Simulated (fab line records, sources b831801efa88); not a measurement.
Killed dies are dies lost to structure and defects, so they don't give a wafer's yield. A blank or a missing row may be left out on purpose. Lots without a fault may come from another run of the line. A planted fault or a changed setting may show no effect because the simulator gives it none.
fab line records | flow sky130
record lots=6 wafers=18 last_day=49
route steps=708 shown LI_CONTACT@375 LOCAL_INTERCONNECT@387 CONTACT@406 PAD_OPEN@708
lots that met no fault: from a run of the same line without faults
start_h: hours from the record's first day to the start of the lot's first wafer shown | wait_h: hours since the lot's step before | " the same as in the row above | L1.1+2: a row that stands for several wafers | - no value, or no start given | * or withheld: withheld | < > ~ a bound
route shown NAME@n: a module of which the file shows steps, and the number in the route of the first | usual: mean/standard deviation of fault-free wafers | same: alike in all rows | chamber/n: place in a boat | sites: the reading at each site | _std_site: their standard deviation | _edge_site: outer sites' mean less inner sites' | radius_mm: how far each site lies from the wafer's centre | mask NAME#n: copy n | behind: the tool/chamber that last shaped the wafer | hold: why the lot was held/for how many hours/how that ended | device: the transistor (n, p or np) that didn't switch | end of line: the same wafers' tests at the end of the route | a step without rows: its recipe alone | killed: dies lost to structure and defects at the first sort, not the wafer's yield | map: a wafer's dies, x killed, . not, _ none there
set.NAME: the setting as run; set.NAME@STEP: as run at that earlier step | model.NAME: the simulator's own value behind a step, which no gauge read
lots at some steps of the route; a table a step, a row a wafer
services: from which hour (start_h, from the record's first day; less than 0 if before it) a tool's chamber was out of use, for how many hours, and why
## steps
# step SKY_LI_CONTACT_OVL_MEAS_13
# usual LI_CONTACT_OVL=-5/4.8
# columns lot.wafer tool chamber start_h wait_h LI_CONTACT_OVL[nm]
L659.2 overlay-01 - 675.42 0.1 -1
L659.4 " - " " -3
L659.6 " - " " -9
L663.4 overlay-02 - 707.36 0.1 -4
L663.5 " - " " -9
L663.6 " - " " 2
L664.1 overlay-02 - 715.11 0.1 -1
L664.3 " - " " -3
L664.4 " - " " -12
L667.1 overlay-02 - 733.94 0.1 -6
L667.4 " - " " 3
L667.6 " - " " -3
L675.1 overlay-01 - 797.14 0.1 0
L675.4 " - " " -3
L675.6 " - " " -1
L678.1 overlay-01 - 811.24 0.1 -11
L678.2 " - " " -11
L678.6 " - " " -14
# step SKY_LI_CONTACT_ETCH_14
# recipe chemistry=N2/H2 target=BARC ion_energy_ev=200 source_w=500 bias_w=100 pressure_mtorr=30 n2_flow_sccm=100 h2_flow_sccm=200 stop_on=SiO2 time_s=45.9 target_depth_a=600
# step SKY_LI_CONTACT_ETCH_15
# recipe target=PSG chemistry=C4F8/O2/Ar stop_on=Si taper_deg=4.15 mask_material=KrF-thick source_w=1500 bias_w=1200 pressure_mtorr=40 c4f8_flow_sccm=withheld O2_flow_sccm=6 Ar_flow_sccm=300 time_s=withheld target_depth_a=6000
# step SKY_LI_CONTACT_STRIP_16
# recipe chemistry=O2/N2 power_w=1400 pressure_mtorr=1500 platen_temp_c=withheld o2_flow_sccm=3000 n2_flow_sccm=300 overash_fraction=0.5
# usual chamber_pressure_mTorr=1500.0/1.4 drypump_motor_current_A=5.82/0.12 oes_product_au=0.376/0.0048 strip_time_to_endpoint_s=3.50/0.042
# columns lot.wafer tool chamber start_h wait_h chamber_pressure_mTorr drypump_motor_current_A oes_product_au rf_hours_counter_h strip_time_to_endpoint_s
L659.2 plasma_asher-02 1 675.58 - 1502.5 5.89 0.382 99 3.52
L659.4 " 1 " " 1499.9 5.89 0.380 - 3.53
L659.6 " 0 " " 1501.8 5.70 0.367 - 3.53
L663.4 plasma_asher-04 0 707.54 - 1501.4 5.90 0.373 - 3.55
L663.5 " 0 " " 1496.8 5.92 0.378 - 3.46
L663.6 " 1 " " 1497.9 5.92 0.376 - 3.44
L664.1 plasma_asher-04 1 715.28 - 1499.9 5.90 0.378 59 3.55
L664.3 " 1 " " 1500.7 5.89 0.380 - 3.50
L664.4 " 0 " " 1500.2 5.96 0.377 - 3.57
L667.1 plasma_asher-04 1 734.11 - 1499.9 5.93 0.383 60 3.53
L667.4 " 0 " " 1499.5 5.90 0.377 - 3.51
L667.6 " 0 " " 1500.0 5.93 0.378 - 3.49
L675.1 plasma_asher-02 1 797.31 - 1500.1 5.92 0.370 5 3.52
L675.4 " 1 " " 1501.5 5.91 0.375 - 3.57
L675.6 " 0 " " 1500.9 5.69 0.373 - 3.46
L678.1 plasma_asher-04 1 811.41 - 1499.7 5.93 0.367 68 3.49
L678.2 " 0 " " 1501.4 5.93 0.379 68 3.51
L678.6 " 1 " " 1501.2 5.93 0.376 - 3.48
# step SKY_LI_CONTACT_CLEAN_17
# recipe chemistry=NMP time_s=600 temp_c=60 dry=n2_spin
# step SKY_LI_CONTACT_PRE_CLEAN_18
# recipe gas=Ar time_s=5.6 bias_v=358
# step SKY_LI_CONTACT_SPUTTER_19
# recipe material=Ti target_thk_nm=20 chamber_pressure_pa=5 power_w=2500 substrate_temp_c=200 time_s=106.37
# usual throttle_valve_pct=29.9/0.49
# columns lot.wafer tool chamber start_h wait_h throttle_valve_pct
L659.2 pvd_sputter-04 - 675.90 0.0 30.4
L659.4 " - " " 29.6
L659.6 " - " " 30.5
L663.4 pvd_sputter-03 - 707.80 0.0 30.3
L663.5 " - " " 29.7
L663.6 " - " " 31.3
L664.1 pvd_sputter-04 - 715.59 0.0 29.8
L664.3 " - " " 30.4
L664.4 " - " " 30.3
L667.1 pvd_sputter-01 - 734.43 0.0 30.3
L667.4 " - " " 28.8
L667.6 " - " " 29.1
L675.1 pvd_sputter-01 - 797.60 0.0 29.9
L675.4 " - " " 29.6
L675.6 " - " " 30.0
L678.1 pvd_sputter-01 - 811.70 0.0 30.1
L678.2 " - " " 29.7
L678.6 " - " " 29.8
# step SKY_LI_CONTACT_SPUTTER_20
# recipe material=TiN target_thk_nm=20 chamber_pressure_pa=5 power_w=4000 time_s=80
# usual throttle_valve_pct=29.9/0.48
# columns lot.wafer tool chamber start_h wait_h throttle_valve_pct
L659.2 pvd_sputter-04 - 675.97 0.0 30.1
L659.4 " - " " 29.9
L659.6 " - " " 30.6
L663.4 pvd_sputter-03 - 707.88 0.0 30.2
L663.5 " - " " 29.2
L663.6 " - " " 30.9
L664.1 pvd_sputter-04 - 715.66 0.0 30.0
L664.3 " - " " 30.2
L664.4 " - " " 30.1
L667.1 pvd_sputter-01 - 734.51 0.0 30.2
L667.4 " - " " 28.9
L667.6 " - " " 28.7
L675.1 pvd_sputter-01 - 797.68 0.0 30.2
L675.4 " - " " 29.9
L675.6 " - " " 30.2
L678.1 pvd_sputter-01 - 811.78 0.0 30.0
L678.2 " - " " 29.9
L678.6 " - " " 29.9
# step SKY_LI_CONTACT_CVD_21
# recipe material=W target_thk_nm=400 time_s=120.56 temp_c=400 pressure_torr=40
# step SKY_LI_CONTACT_RS_MEAS_22
# recipe thk_meas_gauge=four-point-probe reads=W_of_LI_CONTACT_CVD_21+TiN_of_LI_CONTACT_SPUTTER_20+Ti_of_LI_CONTACT_SPUTTER_19
# usual LI_CONTACT_W_RS=0.280/0.0059
# columns lot.wafer tool chamber start_h wait_h LI_CONTACT_W_RS[ohm/sq]
L659.2 film_metro-02 - 676.18 0.1 0.275
L659.4 " - " " 0.274
L659.6 " - " " 0.284
L663.4 film_metro-01 - 708.12 0.1 0.276
L663.5 " - " " 0.281
L663.6 " - " " 0.279
L664.1 film_metro-02 - 715.85 0.1 0.292
L664.3 " - " " 0.290
L664.4 " - " " 0.275
L667.1 film_metro-01 - 734.70 0.1 0.288
L667.4 " - " " 0.274
L667.6 " - " " 0.282
L675.1 film_metro-03 - 797.86 0.1 0.284
L675.4 " - " " 0.271
L675.6 " - " " 0.283
L678.1 film_metro-03 - 811.96 0.1 0.285
L678.2 " - " " 0.284
L678.6 " - " " 0.282
# step SKY_LI_CONTACT_THK_MEAS_23
# recipe thk_meas_gauge=xrf reads=W_of_LI_CONTACT_CVD_21
# usual LI_CONTACT_W_THK=394/8.5
# columns lot.wafer tool chamber start_h wait_h LI_CONTACT_W_THK[nm]
L659.2 film_metro-02 - 676.29 0.1 403
L659.4 " - " " 404
L659.6 " - " " 390
L663.4 film_metro-01 - 708.21 0.1 397
L663.5 " - " " 389
L663.6 " - " " 391
L664.1 film_metro-02 - 715.97 0.1 380
L664.3 " - " " 384
L664.4 " - " " 403
L667.1 film_metro-01 - 734.82 0.1 381
L667.4 " - " " 401
L667.6 " - " " 386
L675.1 film_metro-03 - 797.98 0.1 391
L675.4 " - " " 410
L675.6 " - " " 392
L678.1 film_metro-03 - 812.08 0.1 390
L678.2 " - " " 392
L678.6 " - " " 394
# step SKY_LI_CONTACT_CMP_24
# recipe stop_on=PSG t_overpolish_s=20 down_force_psi=3.5 platen_rpm=60 target_thk_nm=0 pad_velocity_m_s=0.94248
# step SKY_LOCAL_INTERCONNECT_SPUTTER_00
# recipe material=TiN target_thk_nm=100 temp_c=300 power_w=6500 time_s=83.3 chamber_pressure_pa=0.4
# usual throttle_valve_pct=29.8/0.71
# columns lot.wafer tool chamber start_h wait_h throttle_valve_pct
L659.2 pvd_sputter-02 - 676.64 0.2 29.0
L659.4 " - " " 29.1
L659.6 " - " " 29.1
L663.4 pvd_sputter-03 - 708.54 0.1 29.4
L663.5 " - " " 31.0
L663.6 " - " " 29.4
L664.1 pvd_sputter-01 - 716.33 0.2 30.0
L664.3 " - " " 30.1
L664.4 " - " " 29.7
L667.1 pvd_sputter-03 - 735.18 0.1 30.3
L667.4 " - " " 31.3
L667.6 " - " " 29.2
L675.1 pvd_sputter-02 - 798.34 0.1 30.7
L675.4 " - " " 28.9
L675.6 " - " " 30.5
L678.1 pvd_sputter-02 - 812.44 0.2 28.8
L678.2 " - " " 30.6
L678.6 " - " " 30.6
# step SKY_LOCAL_INTERCONNECT_RS_MEAS_01
# recipe thk_meas_gauge=four-point-probe reads=TiN_of_LOCAL_INTERCONNECT_SPUTTER_00
# usual LOCAL_INTERCONNECT_TIN_RS=14.13/0.14
# columns lot.wafer tool chamber start_h wait_h LOCAL_INTERCONNECT_TIN_RS[ohm/sq]
L659.2 film_metro-03 - 676.73 0.1 14.14
L659.4 " - " " 14.13
L659.6 " - " " 14.06
L663.4 film_metro-01 - 708.67 0.1 14.11
L663.5 " - " " 14.17
L663.6 " - " " 14.03
L664.1 film_metro-04 - 716.39 0.0 14.16
L664.3 " - " " 14.14
L664.4 " - " " 14.25
L667.1 film_metro-01 - 735.24 0.0 14.19
L667.4 " - " " 14.22
L667.6 " - " " 14.04
L675.1 film_metro-03 - 798.41 0.0 14.02
L675.4 " - " " 13.99
L675.6 " - " " 14.11
L678.1 film_metro-04 - 812.51 0.0 14.20
L678.2 " - " " 14.27
L678.6 " - " " 14.40
# step SKY_LOCAL_INTERCONNECT_THK_MEAS_02
# recipe thk_meas_gauge=xrf reads=TiN_of_LOCAL_INTERCONNECT_SPUTTER_00
# usual LOCAL_INTERCONNECT_TIN_THK=98.8/0.91
# columns lot.wafer tool chamber start_h wait_h LOCAL_INTERCONNECT_TIN_THK[nm]
L659.2 film_metro-03 - 676.84 0.1 98.9
L659.4 " - " " 99.1
L659.6 " - " " 99.6
L663.4 film_metro-01 - 708.76 0.1 98.5
L663.5 " - " " 98.7
L663.6 " - " " 99.6
L664.1 film_metro-04 - 716.51 0.1 98.9
L664.3 " - " " 98.9
L664.4 " - " " 97.6
L667.1 film_metro-01 - 735.36 0.1 98.2
L667.4 " - " " 97.8
L667.6 " - " " 99.0
L675.1 film_metro-03 - 798.53 0.1 100.3
L675.4 " - " " 99.9
L675.6 " - " " 99.2
L678.1 film_metro-04 - 812.63 0.1 98.4
L678.2 " - " " 98.0
L678.6 " - " " 97.3
# step SKY_LOCAL_INTERCONNECT_DEHYDRATE_03
# recipe temp_c=200 time_s=60
# step SKY_LOCAL_INTERCONNECT_HMDS_04
# recipe prime_time_s=60 prime_temp_c=120
# step SKY_LOCAL_INTERCONNECT_COAT_05
# recipe resist=BARC temp_c=withheld time_s=withheld spin_rpm=3000 resist_thk_nm=60
# step SKY_LOCAL_INTERCONNECT_COAT_06
# recipe resist=KrF-thick spin_rpm=3000 resist_thk_nm=450
# step SKY_LOCAL_INTERCONNECT_SOFTBAKE_07
# recipe temp_c=100 time_s=90 resist=KrF-thick
# step SKY_LOCAL_INTERCONNECT_EXPOSE_08
# recipe mask_id=LI1M na=0.8 source_shape=annular sigma_inner=0.55 sigma_outer=0.85 target_cd_nm=170 dose_mj=28
# step SKY_LOCAL_INTERCONNECT_PEB_09
# recipe peb_temp_c=withheld peb_time_s=withheld resist=KrF-thick
# step SKY_LOCAL_INTERCONNECT_DEVELOP_10
# recipe develop_time_s=60 resist=KrF-thick dev_temp_c=21
# step SKY_LOCAL_INTERCONNECT_CD_MEAS_11
# recipe target_cd_nm=170
# usual cd_nm=169.7/1.5
# columns lot.wafer tool chamber start_h wait_h cd_nm
L659.2 cd_sem-02 - 703.88 - 170.1
L659.4 " - " " 170.6
L659.6 " - " " 168.8
L663.4 cd_sem-01 - 736.12 - 168.3
L663.5 " - " " 168.2
L663.6 " - " " 169.5
L664.1 cd_sem-01 - 743.95 - 169.5
L664.3 " - " " 170.0
L664.4 " - " " 169.7
L667.1 cd_sem-01 - 762.47 - 170.9
L667.4 " - " " 169.0
L667.6 " - " " 169.6
L675.1 cd_sem-02 - 825.21 - 168.8
L675.4 " - " " 169.0
L675.6 " - " " 167.8
L678.1 cd_sem-01 - 838.61 - 170.1
L678.2 " - " " 169.2
L678.6 " - " " 169.9
# step SKY_LOCAL_INTERCONNECT_OVL_MEAS_12
# usual LOCAL_INTERCONNECT_OVL=-2/5.3
# columns lot.wafer tool chamber start_h wait_h LOCAL_INTERCONNECT_OVL[nm]
L659.2 overlay-02 - 703.99 0.1 -10
L659.4 " - " " -1
L659.6 " - " " -3
L663.4 overlay-01 - 736.20 0.1 -1
L663.5 " - " " 3
L663.6 " - " " 1
L664.1 overlay-02 - 744.07 0.1 0
L664.3 " - " " 2
L664.4 " - " " -2
L667.1 overlay-02 - 762.59 0.1 -11
L667.4 " - " " -2
L667.6 " - " " -5
L675.1 overlay-01 - 825.33 0.1 -13
L675.4 " - " " -3
L675.6 " - " " -10
L678.1 overlay-02 - 838.73 0.1 1
L678.2 " - " " 0
L678.6 " - " " 4
# step SKY_LOCAL_INTERCONNECT_ETCH_13
# recipe chemistry=N2/H2 target=BARC ion_energy_ev=200 bias_w=100 pressure_mtorr=30 n2_flow_sccm=100 h2_flow_sccm=200 icp_w=500 stop_on=SiO2 time_s=45.9 target_depth_a=600
# step SKY_LOCAL_INTERCONNECT_METAL_ETCH_14
# recipe target_depth_nm=110 stop_on=PSG chemistry=Cl2/BCl3 target=TiN resist_sidewall_deg=88 pressure_mtorr=10 icp_w=900 bias_w=48.5 Cl2_flow_sccm=60 bcl3_flow_sccm=30 time_s=31.4
# step SKY_LOCAL_INTERCONNECT_STRIP_15
# recipe chemistry=O2/N2 power_w=1400 pressure_mtorr=1500 platen_temp_c=withheld o2_flow_sccm=3000 n2_flow_sccm=300 overash_fraction=0.5
# usual chamber_pressure_mTorr=1500.0/1.3 drypump_motor_current_A=5.87/0.18 oes_product_au=0.428/0.0046 strip_time_to_endpoint_s=4.730/0.019
# columns lot.wafer tool chamber start_h wait_h chamber_pressure_mTorr drypump_motor_current_A oes_product_au rf_hours_counter_h strip_time_to_endpoint_s
L659.2 plasma_asher-04 1 704.13 0.0 1500.1 5.93 0.422 57 4.740
L659.4 " 1 " " 1500.2 5.93 0.429 - 4.746
L659.6 " 0 " " 1499.6 5.91 0.423 - 4.714
L663.4 plasma_asher-03 0 736.37 0.1 1501.3 5.61 0.426 - 4.767
L663.5 " 1 " " 1500.5 6.26 0.429 - 4.740
L663.6 " 0 " " 1499.9 5.64 0.424 - 4.744
L664.1 plasma_asher-02 1 744.22 0.0 1503.0 5.89 0.430 0 4.668
L664.3 " 0 " " 1498.1 5.67 0.423 - 4.706
L664.4 " 1 " " 1497.9 5.91 0.427 - 4.712
L667.1 plasma_asher-02 1 762.74 0.0 1501.4 5.90 0.431 2 4.741
L667.4 " 0 " " 1501.4 5.68 0.426 - 4.736
L667.6 " 1 " " 1499.6 5.91 0.431 - 4.736
L675.1 plasma_asher-03 1 825.48 0.0 1499.1 6.24 0.429 105 4.745
L675.4 " 1 " " 1501.5 6.26 0.425 - 4.755
L675.6 " 1 " " 1498.3 6.25 0.429 - 4.751
L678.1 plasma_asher-02 1 838.88 0.0 1498.5 5.89 0.436 9 4.748
L678.2 " 0 " " 1500.6 5.69 0.426 9 4.715
L678.6 " 1 " " 1500.5 5.88 0.435 - 4.741
# step SKY_LOCAL_INTERCONNECT_STRIP_16
# recipe chemistry=post_etch_residue_remover time_s=1200 temp_c=72.5
# step SKY_LOCAL_INTERCONNECT_CLEAN_17
# recipe chemistry=IPA time_s=180 temp_c=25
# step SKY_LOCAL_INTERCONNECT_CLEAN_18
# recipe chemistry=O3/DIW dry=n2_spin
# step SKY_CONTACT_CVD_00
# recipe material=Si3N4 target_thk_nm=75 temp_c=400 time_s=withheld rf_w=450
# usual heater_power_w=699/77
# columns lot.wafer tool chamber start_h wait_h heater_power_w
L659.2 pecvd-04 2 704.72 0.0 752
L659.4 " 0 " " 634
L659.6 " 1 " " 680
L663.4 pecvd-04 1 736.94 0.0 740
L663.5 " 0 " " 648
L663.6 " 2 " " 821
L664.1 pecvd-02 1 744.81 0.0 710
L664.3 " 0 " " 605
L664.4 " 0 " " 597
L667.1 pecvd-02 1 763.34 0.0 752
L667.4 " 0 " " 614
L667.6 " 1 " " 757
L675.1 pecvd-01 2 826.11 0.0 718
L675.4 " 2 " " 735
L675.6 " 0 " " 742
L678.1 pecvd-04 1 839.59 0.0 698
L678.2 " 2 " " 850
L678.6 " 0 " " 670
# step SKY_CONTACT_THK_MEAS_01
# recipe reads=Si3N4_of_CONTACT_CVD_00
# usual CONTACT_CVD_00_THK=75.1/1
# columns lot.wafer tool chamber start_h wait_h CONTACT_CVD_00_THK[nm]
L659.2 film_metro-03 - 704.77 - 74.1
L659.4 " - " " 76.2
L659.6 " - " " 77.2
L663.4 film_metro-04 - 736.99 - 74.7
L663.5 " - " " 74.0
L663.6 " - " " 74.6
L664.1 film_metro-02 - 744.84 - 74.5
L664.3 " - " " 75.4
L664.4 " - " " 75.6
L667.1 film_metro-02 - 763.38 - 74.7
L667.4 " - " " 75.8
L667.6 " - " " 76.1
L675.1 film_metro-03 - 826.16 - 74.5
L675.4 " - " " 77.0
L675.6 " - " " 74.8
L678.1 film_metro-04 - 839.62 - 73.5
L678.2 " - " " 74.3
L678.6 " - " " 75.2
# step SKY_CONTACT_HDPCVD_02
# recipe material=SiO2 target_thk_nm=565 sigma_open_frac=0.3 time_s=94.2 temp_c=600 sih4_flow_sccm=60 pressure_mtorr=6
# step SKY_CONTACT_THK_MEAS_03
# recipe reads=SiO2_of_CONTACT_HDPCVD_02
# usual CONTACT_HDPCVD_THK=565/6.6
# columns lot.wafer tool chamber start_h wait_h CONTACT_HDPCVD_THK[nm]
L659.2 film_metro-02 - 704.90 0.0 570
L659.4 " - " " 565
L659.6 " - " " 571
L663.4 film_metro-04 - 737.12 0.0 550
L663.5 " - " " 566
L663.6 " - " " 565
L664.1 film_metro-02 - 744.97 0.0 575
L664.3 " - " " 566
L664.4 " - " " 570
L667.1 film_metro-03 - 763.50 0.0 569
L667.4 " - " " 556
L667.6 " - " " 566
L675.1 film_metro-04 - 826.29 0.0 569
L675.4 " - " " 570
L675.6 " - " " 567
L678.1 film_metro-03 - 839.75 0.0 561
L678.2 " - " " 555
L678.6 " - " " 561
# step SKY_CONTACT_CMP_04
# recipe material=SiO2 down_force_psi=4 platen_rpm=60 pad_velocity_m_s=0.94248
# step SKY_CONTACT_BOW_MEAS_05
# recipe mode=bow
# usual CONTACT_BOW=83/6.9
# columns lot.wafer tool chamber start_h wait_h CONTACT_BOW[um]
L659.2 film_metro-04 - 705.27 0.2 87
L659.4 " - " " 88
L659.6 " - " " 88
L663.4 film_metro-02 - 737.60 0.2 95
L663.5 " - " " 86
L663.6 " - " " 93
L664.1 film_metro-04 - 745.33 0.1 76
L664.3 " - " " 80
L664.4 " - " " 82
L667.1 film_metro-04 - 763.86 0.2 80
L667.4 " - " " 86
L667.6 " - " " 87
L675.1 film_metro-04 - 826.65 0.2 82
L675.4 " - " " 88
L675.6 " - " " 76
L678.1 film_metro-04 - 840.11 0.1 95
L678.2 " - " " 77
L678.6 " - " " 84
# step SKY_CONTACT_DEHYDRATE_06
# recipe temp_c=200 time_s=60
# step SKY_CONTACT_HMDS_07
# recipe prime_time_s=60 prime_temp_c=120
# step SKY_CONTACT_COAT_08
# recipe resist=BARC temp_c=withheld time_s=withheld spin_rpm=3000 resist_thk_nm=60
# step SKY_CONTACT_COAT_09
# recipe resist=KrF-thick spin_rpm=3000 resist_thk_nm=450
# step SKY_CONTACT_SOFTBAKE_10
# recipe temp_c=100 time_s=90 resist=KrF-thick
# step SKY_PAD_OPEN_PROBE_99
# usual killed_at_M0_to_M3=43/7.7 killed_at_M4_up=2.9/1.9 killed_at_contacts=24/5.9 killed_at_front_end=16/5.1 killed_at_other=0.3/0.63 killed_dies=86/10 killed_on_rim=16/3.6 killed_open=47/7.6 killed_short=39/6.8
# same gross_dies=492 killed_at_back_side=0
# columns lot.wafer tool chamber start_h wait_h killed_at_M0_to_M3 killed_at_M4_up killed_at_contacts killed_at_front_end killed_at_other killed_dies killed_on_rim killed_open killed_short
L663.4 prober-01 - 1101.69 0.2 38 7 21 15 1 82 17 42 40
L663.5 prober-01 - 1101.74 0.2 45 4 14 12 0 75 17 38 37
L663.6 prober-01 - 1101.79 0.2 40 3 25 9 1 78 18 30 48
L664.1 prober-02 - 1103.19 0.1 42 1 15 13 1 72 10 42 29
L664.3 prober-02 - 1103.29 0.2 52 2 17 6 0 77 18 44 32
L664.4 prober-02 - 1103.34 0.2 50 1 24 9 3 87 19 47 37
L667.1 prober-01 - 1119.10 0.1 50 2 26 9 0 87 19 50 37
L667.4 prober-01 - 1119.25 0.2 30 3 25 16 0 74 10 38 36
L667.6 prober-01 - 1119.35 0.2 49 3 20 25 0 97 23 53 44
L675.1 prober-01 - 1161.89 0.1 46 5 55 11 1 118 30 44 42
L675.4 prober-01 - 1162.04 0.2 34 3 58 12 0 107 25 45 26
L675.6 prober-01 - 1162.14 0.2 47 5 52 13 0 117 27 45 40
L678.1 prober-02 - 1171.03 0.1 35 5 82 22 0 144 22 41 35
L678.2 prober-02 - 1171.08 0.1 45 2 63 11 0 121 23 52 33
L678.6 prober-02 - 1171.28 0.2 44 5 57 19 0 125 33 49 37
# killed by level:class
L663.4 VIA1:geometric_particle:open=10 METAL1:geometric_particle:short=9 CONTACT:geometric_particle:open=8 VIA2:geometric_particle:open=6 METAL4:geometric_particle:short=6 LI_CONTACT:geometric_particle:open=5 LOCAL_INTERCONNECT:geometric_particle:short=5 FIELD_ISO:geometric_particle:open=4
L663.5 VIA2:geometric_particle:open=10 CONTACT:geometric_particle:open=6 VIA1:geometric_particle:open=6 METAL1:geometric_particle:short=5 VIA3:geometric_particle:short=5 FIELD_ISO:geometric_particle:short=4 METAL2:geometric_particle:short=4 VIA2:geometric_particle:short=4
L663.6 LOCAL_INTERCONNECT:geometric_particle:short=7 VIA1:geometric_particle:open=7 VIA1:geometric_particle:short=6 LI_CONTACT:geometric_particle:open=5 LI_CONTACT:geometric_particle:short=5 METAL1:geometric_particle:short=5 METAL2:geometric_particle:short=5 METAL3:geometric_particle:short=4
L664.1 VIA3:geometric_particle:open=10 VIA1:geometric_particle:open=10 VIA1:geometric_particle:short=5 FIELD_ISO:geometric_particle:open=4 VIA2:geometric_particle:short=4 VIA2:geometric_particle:open=4 POLY_GATE:geometric_particle:open=3 LOCAL_INTERCONNECT:geometric_particle:short=3
L664.3 VIA1:geometric_particle:open=11 VIA1:geometric_particle:short=8 VIA2:geometric_particle:open=8 LI_CONTACT:geometric_particle:open=7 VIA2:geometric_particle:short=7 CONTACT:geometric_particle:open=6 VIA3:geometric_particle:open=5 VIA3:geometric_particle:short=5
L664.4 VIA1:geometric_particle:open=14 CONTACT:geometric_particle:open=8 VIA3:geometric_particle:open=8 LI_CONTACT:geometric_particle:open=7 LOCAL_INTERCONNECT:geometric_particle:short=6 VIA2:geometric_particle:short=6 METAL1:geometric_particle:short=5 VIA1:geometric_particle:short=5
L667.1 VIA1:geometric_particle:open=14 CONTACT:geometric_particle:open=8 LI_CONTACT:geometric_particle:open=6 LOCAL_INTERCONNECT:geometric_particle:short=6 METAL1:geometric_particle:short=6 VIA1:geometric_particle:short=6 VIA2:geometric_particle:open=6 METAL2:geometric_particle:short=5
L667.4 CONTACT:geometric_particle:open=10 METAL1:geometric_particle:short=6 VIA3:geometric_particle:open=6 VIA1:geometric_particle:open=5 LI_CONTACT:geometric_particle:short=5 FIELD_ISO:geometric_particle:short=4 LI_CONTACT:geometric_particle:open=4 LOCAL_INTERCONNECT:geometric_particle:short=4
L667.6 VIA3:geometric_particle:open=11 METAL2:geometric_particle:short=9 FIELD_ISO:geometric_particle:open=8 LI_CONTACT:geometric_particle:open=8 CONTACT:geometric_particle:open=8 VIA1:geometric_particle:open=6 METAL1:geometric_particle:short=5 VIA2:geometric_particle:open=5
L675.1 LOCAL_INTERCONNECT:unspecified=32 VIA1:geometric_particle:open=9 VIA3:geometric_particle:open=9 LI_CONTACT:geometric_particle:open=8 METAL1:geometric_particle:short=8 CONTACT:geometric_particle:open=7 LI_CONTACT:geometric_particle:short=4 VIA1:geometric_particle:short=4
L675.4 LOCAL_INTERCONNECT:unspecified=36 CONTACT:geometric_particle:open=12 VIA2:geometric_particle:open=8 VIA1:geometric_particle:open=6 VIA3:geometric_particle:open=6 LI_CONTACT:geometric_particle:open=5 POLY_GATE:geometric_particle:short=4 CONTACT:geometric_particle:short=3
L675.6 LOCAL_INTERCONNECT:unspecified=32 LI_CONTACT:geometric_particle:open=7 METAL1:geometric_particle:short=7 VIA1:geometric_particle:open=7 METAL2:geometric_particle:short=7 VIA2:geometric_particle:open=6 FIELD_ISO:geometric_particle:open=5 VIA3:geometric_particle:open=5
L678.1 LOCAL_INTERCONNECT:unspecified=67 VIA1:geometric_particle:open=8 FIELD_ISO:geometric_particle:short=6 FIELD_ISO:geometric_particle:open=5 LI_CONTACT:geometric_particle:open=5 VIA3:geometric_particle:open=5 METAL2:geometric_particle:short=5 VIA3:geometric_particle:short=4
L678.2 LOCAL_INTERCONNECT:unspecified=35 VIA1:geometric_particle:open=15 VIA2:geometric_particle:open=9 LI_CONTACT:geometric_particle:open=8 CONTACT:geometric_particle:open=6 METAL1:geometric_particle:short=6 LOCAL_INTERCONNECT:geometric_particle:short=6 VIA2:geometric_particle:short=5
L678.6 LOCAL_INTERCONNECT:unspecified=38 VIA2:geometric_particle:open=12 CONTACT:geometric_particle:open=8 METAL2:geometric_particle:short=7 FIELD_ISO:geometric_particle:open=6 VIA1:geometric_particle:open=6 LI_CONTACT:geometric_particle:open=4 VIA2:geometric_particle:short=4
# map L675.1 (x killed, . not)
__________......x..._________
________....x......xx._______
______..x.xx....xxx...x._____
_____...x.....x.........x____
____.x.x..x...x.........x.___
___...x..x.x.x...x.........__
__..x...x.........x..x.xxx.._
_.x..xx........x.............
_.........x.....x......x...x.
_..x.x.....x.................
_..x..x.x........x.x..x..x...
_....x.x....................x
_......xx..xx.......x...x....
_......................x.....
_.....x..................x...
__.....x.......x.x....xxx.x._
___x.x....xxx....xxx..x....__
____....x..x..x....xxxxxxx___
_____x.x.......x.xxxxxxxx____
______x.......x.x.xxxxxx_____
________..x...x...xxxx_______
__________.x..x..xxx_________
# map L678.1 (x killed, . not)
__________.........._________
________....x.x...x.x._______
______x......x.........._____
_____...x..x.....xx......____
____.......x.x...x......x.___
___...x.....x.......x.....x__
__....x.x..........x........_
_.........x.....xx......x...x
_..........x........x.x.x..x.
_.x.x....x....x..x....x.x..xx
_..x.............x.........x.
_.x........x........x.......x
_..x..x..x.xxx...x..........x
_........x..xx.x.......x.x..x
_x...xxxxxxxxxxx...x..xx.....
__..x.xxxxxxxxxxxx.........._
___.x..xxxxxxxxxx......x...__
____xx.xxxxxxxxx.....x....___
_____xx.xxxxxxxx....xx..x____
______.x.xxxxx.x.....x.._____
________.x.xxxx...x.xx_______
__________.x........_________
## services
# columns tool chamber start_h hours kind
pecvd-04 2 654.02 6.5 repair
pecvd-01 - 667.95 2.8 pm
plasma_asher-04 - 673.12 2.3 repair
plasma_asher-03 - 682.43 3.5 repair
pecvd-01 - 712.70 0.4 repair
pecvd-04 - 727.63 1.0 repair
pvd_sputter-04 - 733.54 5.0 repair
plasma_asher-02 - 733.75 9.0 pm
plasma_asher-02 0 733.75 9.0 vent_cycle
plasma_asher-02 1 733.75 9.0 vent_cycle
plasma_asher-02 0 742.75 - clean
plasma_asher-02 1 742.75 - clean
plasma_asher-04 - 771.42 4.5 repair
pecvd-02 0 773.73 5.7 repair
pecvd-04 - 781.42 6.0 pm
pecvd-02 - 789.22 0.8 repair
pvd_sputter-03 0 816.48 - consumable_replace:kit
pvd_sputter-03 0 816.48 18.0 scheduled_down
pvd_sputter-03 0 816.48 18.0 vent_cycle
pvd_sputter-01 3 832.59 - consumable_replace:kit
pvd_sputter-01 3 832.59 18.0 scheduled_down
pvd_sputter-01 3 832.59 18.0 vent_cycle
pecvd-02 1 837.21 7.9 repair
pecvd-01 0 838.67 7.4 repair
## key
first_sign step=SKY_PAD_OPEN_PROBE_99 reading=killed_at_contacts direction=up sigmas=6.4 usual=24 struck=61
effect step=SKY_PAD_OPEN_PROBE_99 reading=killed_dies direction=up sigmas=3.5 usual=86 struck=122
met_at SKY_LOCAL_INTERCONNECT_SPUTTER_00
struck_wafers L675.1,L675.4,L675.6,L678.1,L678.2,L678.6
tester_left_out L675,L678
onset_between 676.64 798.34
also_fits time
fault kind=chamber_particle_source tool=pvd_sputter-02 chamber=- onset_h=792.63 steps=SKY_LOCAL_INTERCONNECT_SPUTTER_00 rate_per_visit_cm2=1.4628 end_h=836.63
# tester_left_out: of these lots the tester's yield and bins aren't shown, on N5 and GAA mostly nor the transistor test; their killed dies are dies lost to structure and defects alone, not to doping, threshold or leakage, so they don't give the yield
